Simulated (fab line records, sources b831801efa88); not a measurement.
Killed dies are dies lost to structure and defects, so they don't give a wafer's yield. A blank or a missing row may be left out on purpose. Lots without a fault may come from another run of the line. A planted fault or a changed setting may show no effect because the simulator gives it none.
Which tool did it? | flow gf180mcu | 14 lots, 39 wafers sampled, at 7 steps of a route of 602

WHAT THE GAUGES READ, wafer by wafer
GF_MVPSD_OVL_MEAS_07.
lot  | measured     | on         | MVPSD_OVL (nm)
L482 | day 5 00:01  | overlay-01 | -1.7 0.3
L483 | day 5 06:43  | overlay-02 | -0.2 0.6 0.1
L485 | day 5 18:34  | overlay-01 | 0.0 -0.6 1.6
L486 | day 6 03:11  | overlay-01 | -3.2 0.0 -2.4
L487 | day 6 06:35  | overlay-02 | -0.7 1.7 1.5
L493 | day 7 19:17  | overlay-02 | 1.6 -2.3 -1.5
L495 | day 8 05:31  | overlay-01 | - - -
L496 | day 8 12:22  | overlay-02 | - - -
L498 | day 8 23:49  | overlay-02 | -1.1 0.0 0.3
L499 | day 9 05:53  | overlay-01 | -3.1 -1.9 -0.4
L500 | day 9 14:11  | overlay-02 | 2.0 -0.1 2.9
L501 | day 9 18:23  | overlay-02 | -0.5 -3.4 -0.5
L502 | day 9 22:52  | overlay-02 | -0.1 -1.5
L504 | day 10 11:23 | overlay-01 | 0.5 -1.0

GF_VT_IMPLANT_OVL_MEAS_07.
lot  | measured     | on         | VT_IMPLANT_OVL (nm)
L482 | day 5 14:23  | overlay-02 | -0.6 -2.0
L483 | day 5 21:37  | overlay-01 | -3.4 -0.8 -0.5
L485 | day 6 09:25  | overlay-01 | 1.3 1.8 1.9
L486 | day 6 18:23  | overlay-01 | -0.7 -2.2 -0.5
L487 | day 6 22:26  | overlay-02 | -1.4 -0.3 -1.2
L493 | day 8 11:41  | overlay-01 | -1.4 -3.5 -1.8
L495 | day 8 22:01  | overlay-02 | 0.1 -2.0 0.0
L496 | day 9 05:10  | overlay-01 | 1.2 -0.2 0.1
L498 | day 9 16:52  | overlay-01 | -0.5 -0.4 1.7
L499 | day 9 22:49  | overlay-01 | -1.1 -1.9 -1.4
L500 | day 10 08:16 | overlay-01 | -0.1 -0.2 -0.4
L501 | day 10 12:07 | overlay-01 | -0.2 -1.0 -0.3
L502 | day 10 18:01 | overlay-02 | 2.6 5.7
L504 | day 11 05:59 | overlay-02 | -1.8 -0.6

GF_VT_IMPLANT_TW_MEAS_10.
lot  | measured     | on            | VT_IMPLANT_TW
L482 | day 5 14:40  | film_metro-04 | 557 554
L483 | day 5 21:55  | film_metro-04 | 554 555 554
L485 | day 6 09:43  | film_metro-01 | 560 559 555
L486 | day 6 18:40  | film_metro-03 | 553 552 552
L487 | day 6 22:43  | film_metro-03 | 554 553 555
L493 | day 8 11:58  | film_metro-03 | 553 555 549
L495 | day 8 22:19  | film_metro-04 | 692 693 696
L496 | day 9 05:27  | film_metro-04 | 690 686 690
L498 | day 9 17:10  | film_metro-03 | 554 555 553
L499 | day 9 23:17  | film_metro-03 | 558 549 554
L500 | day 10 08:34 | film_metro-01 | 557 562 559
L501 | day 10 12:24 | film_metro-03 | 553 551 552
L502 | day 10 18:18 | film_metro-01 | 558 559
L504 | day 11 06:17 | film_metro-03 | 555 557

GF_VT_IMPLANT_TW_MEAS_21.
lot  | measured     | on            | VT_IMPLANT_2_TW
L482 | day 6 05:42  | film_metro-03 | 1203 1197
L483 | day 6 12:37  | film_metro-04 | 1202 1204 1202
L485 | day 7 01:13  | film_metro-03 | 1211 1210 1206
L486 | day 7 10:58  | film_metro-01 | 1212 1219 1210
L487 | day 7 14:37  | film_metro-04 | 1215 1214 1213
L493 | day 9 04:49  | film_metro-01 | 1201 1208 1201
L495 | day 9 16:01  | film_metro-03 | 1230 1237 1228
L496 | day 9 22:48  | film_metro-03 | 1231 1230 1231
L498 | day 10 11:19 | film_metro-01 | 1208 1207 1203
L499 | day 10 17:55 | film_metro-01 | 1204 1208 1211
L500 | day 11 03:01 | film_metro-03 | 1209 1206 1201
L501 | day 11 06:45 | film_metro-01 | 1211 1209 1210
L502 | day 11 12:55 | film_metro-01 | 1210 1205
L504 | day 12 00:26 | film_metro-01 | 1208 1208

GF_POLY_GATE_THK_MEAS_17.
lot  | measured     | on            | POLY_GATE_OXIDATION_THK (nm)
L482 | day 9 09:23  | film_metro-03 | 4.07 4.06
L483 | day 9 14:58  | film_metro-02 | 3.92 3.86 3.94
L485 | day 10 02:32 | film_metro-02 | 4.10 4.00 3.98
L486 | day 10 13:07 | film_metro-02 | 3.95 3.96 3.93
L487 | day 10 18:52 | film_metro-02 | 3.88 3.88 3.89
L493 | day 12 15:46 | film_metro-04 | 3.98 4.00 4.04
L495 | day 13 03:51 | film_metro-04 | 3.90 3.98 3.94
L496 | day 13 11:31 | film_metro-02 | 4.02 4.02 3.86
L498 | day 13 22:38 | film_metro-02 | 3.90 3.91 3.95
L499 | day 14 08:40 | film_metro-04 | 4.05 3.98 3.93
L500 | day 14 16:53 | film_metro-04 | 3.91 3.86 3.90
L501 | day 14 22:34 | film_metro-03 | 3.96 3.86 3.88
L502 | day 15 07:04 | film_metro-02 | 4.00 4.01
L504 | day 15 21:46 | film_metro-03 | 4.04 3.94

GF_HV_LDD_CD_MEAS_31: target cd 400 nm.
lot  | measured     | on        | cd_nm (nm)
L482 | day 11 15:47 | cd_sem-02 | 400.2 397.1
L483 | day 11 22:05 | cd_sem-02 | 404.0 404.5 403.1
L485 | day 12 10:38 | cd_sem-02 | 397.9 397.5 399.6
L486 | day 12 21:22 | cd_sem-01 | 397.9 399.1 399.6
L487 | day 13 03:31 | cd_sem-01 | 401.0 398.1 400.2
L493 | day 15 05:26 | cd_sem-02 | 398.1 399.2 398.6
L495 | day 15 19:35 | cd_sem-01 | 398.5 397.6 397.6
L496 | day 16 03:04 | cd_sem-01 | 394.9 396.2 397.2
L498 | day 16 13:22 | cd_sem-01 | 397.0 400.2 399.1
L499 | day 17 01:22 | cd_sem-02 | 400.2 399.0 399.5
L500 | day 17 10:37 | cd_sem-02 | 398.8 401.8 399.7
L501 | day 17 16:58 | cd_sem-01 | 402.5 401.0 402.7
L502 | day 18 01:09 | cd_sem-01 | 400.7 396.2
L504 | day 18 18:22 | cd_sem-01 | 394.9 395.3

WHICH TOOL RAN EACH LOT (tool, then ch and the chambers of the sampled wafers, then the start)
lot  | GF_MVPSD_COAT_02
L482 | litho_track-03 ch 0, day 4 17:17
L483 | litho_track-02 ch 0, day 4 23:20
L485 | litho_track-02 ch 0, day 5 10:50
L486 | litho_track-03 ch 0, day 5 19:26
L487 | litho_track-03 ch 0, day 5 23:11
L493 | litho_track-04 ch 0, day 7 10:52
L495 | litho_track-03, day 7 21:45
L496 | litho_track-02, day 8 03:49
L498 | litho_track-03 ch 0, day 8 14:54
L499 | litho_track-02 ch 0, day 8 21:10
L500 | litho_track-03 ch 0, day 9 04:51
L501 | litho_track-04 ch 0, day 9 09:25
L502 | litho_track-02 ch 0, day 9 14:22
L504 | litho_track-02 ch 0, day 10 01:38
- GF_MVPSD_COAT_02: resist thk 3000 nm.

WHAT THE TOOLS THEMSELVES READ (means of the sampled wafers that have a number; where no wafer has one, the mark that the record gives instead)
GF_MVPSD_COAT_02.
lot  | tool           | chill_plate_temp_C (C) | dispense_pressure_kPa (kPa)
L482 | litho_track-03 | 22.88                  | 51
L483 | litho_track-02 | 23.05                  | 44
L485 | litho_track-02 | 22.83                  | 44
L486 | litho_track-03 | 23.01                  | 51
L487 | litho_track-03 | 22.92                  | 51
L493 | litho_track-04 | 22.94                  | 52
L495 | litho_track-03 | -                      | -
L496 | litho_track-02 | -                      | -
L498 | litho_track-03 | 22.83                  | 51
L499 | litho_track-02 | 22.89                  | 44
L500 | litho_track-03 | 23.00                  | 51
L501 | litho_track-04 | 23.02                  | 52
L502 | litho_track-02 | 22.84                  | 44
L504 | litho_track-02 | 23.04                  | 44

THE ANSWER, worked out from the rows above alone
Rule: what is usual is taken from the lots themselves. Put in order of their means at a reading, lots are off if they are a third of the lots or fewer, leave a main group of 4 or more, and stand apart from it by a gap of 3 or more times the standard deviation of the main group's means; of several such gaps the widest counts. A main group whose means are all the same, to the digits that the tables above print for the reading, isn't used. A lot without any number at a reading at which 4 lots or more have one is off too. The other lots that the step has rows for count as sound. The gauges are gone through in route order, then the tools' own readings, and for those a lot's mean is taken as printed above. The first step at which some lot is off is used, and at that step the reading that is off furthest; a lot without a number counts as furthest.
Off: L495, L496, at GF_MVPSD_OVL_MEAS_07 (MVPSD_OVL). Without a number there: L495, L496. The main group: mean -0.4 nm, standard deviation 1.
A tool fits if, at a process step before that reading, it ran every lot that is off, and no sound lot after the first of them. The gauges at GF_MVPSD_OVL_MEAS_07 aren't tried: what is off there is off at GF_VT_IMPLANT_TW_MEAS_10 too, on other tools, and a gauge's error can't cause that. None of those tried fits.

WHAT THE SIMULATOR HAD PUT IN
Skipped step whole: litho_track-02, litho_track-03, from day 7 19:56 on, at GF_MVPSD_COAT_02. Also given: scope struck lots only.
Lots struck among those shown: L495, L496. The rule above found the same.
